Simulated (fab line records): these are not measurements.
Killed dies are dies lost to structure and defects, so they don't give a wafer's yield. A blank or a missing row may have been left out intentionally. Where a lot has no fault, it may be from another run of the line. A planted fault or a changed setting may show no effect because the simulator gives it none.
Chamber matching -- flow gf180mcu -- 4 sister chambers for GF_V3_ETCH_16 on rie-diel-02
The step etches BARC in N2/H2. 4 wafers are shown with their chamber, then 10 later ones without.

== WAFERS, EACH WITH ITS CHAMBER ==
wafer,chamber,drypump-motor-current-A (A)
L087.2,2,5.5
L087.6,0,4.9
L088.2,3,4.9
L088.3,1,5.9

== WAFERS MISSING THEIR CHAMBER ==
wafer,drypump-motor-current-A (A)
L088.4,4.9
L091.1,4.9
L091.3,5.9
L091.5,4.8
L094.1,5.5
L094.3,4.9
L094.5,4.9
L097.2,4.8
L097.4,5.9
L097.6,4.8

== EACH ONE'S CHAMBER ==
wafer,from the rows above,in truth
L088.4,can't be placed: 0 or 3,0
L091.1,can't be placed: 0 or 3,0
L091.3,1,1
L091.5,can't be placed: 0 or 3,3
L094.1,2,2
L094.3,can't be placed: 0 or 3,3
L094.5,can't be placed: 0 or 3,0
L097.2,can't be placed: 0 or 3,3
L097.4,1,1
L097.6,can't be placed: 0 or 3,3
Placed correctly: 3 of 10. From these rows, 7 cannot be placed; in 7 the true chamber is one of the candidates. Wrongly placed: 0.
How it was worked out, from the rows above alone: a wafer's distance from a chamber is the root of the sum, over the readings, of the square of ((its reading less the chamber's mean) divided by the reading's scatter). If the next closest chamber is less than 2 further off than the closest, the wafer can't be placed; otherwise it belongs to the closest. A chamber's mean is the mean of its shown wafers. The scatter (one wafer shown for each chamber): square how far every hidden wafer sits from the nearest shown wafer, average those squares and take the square root.
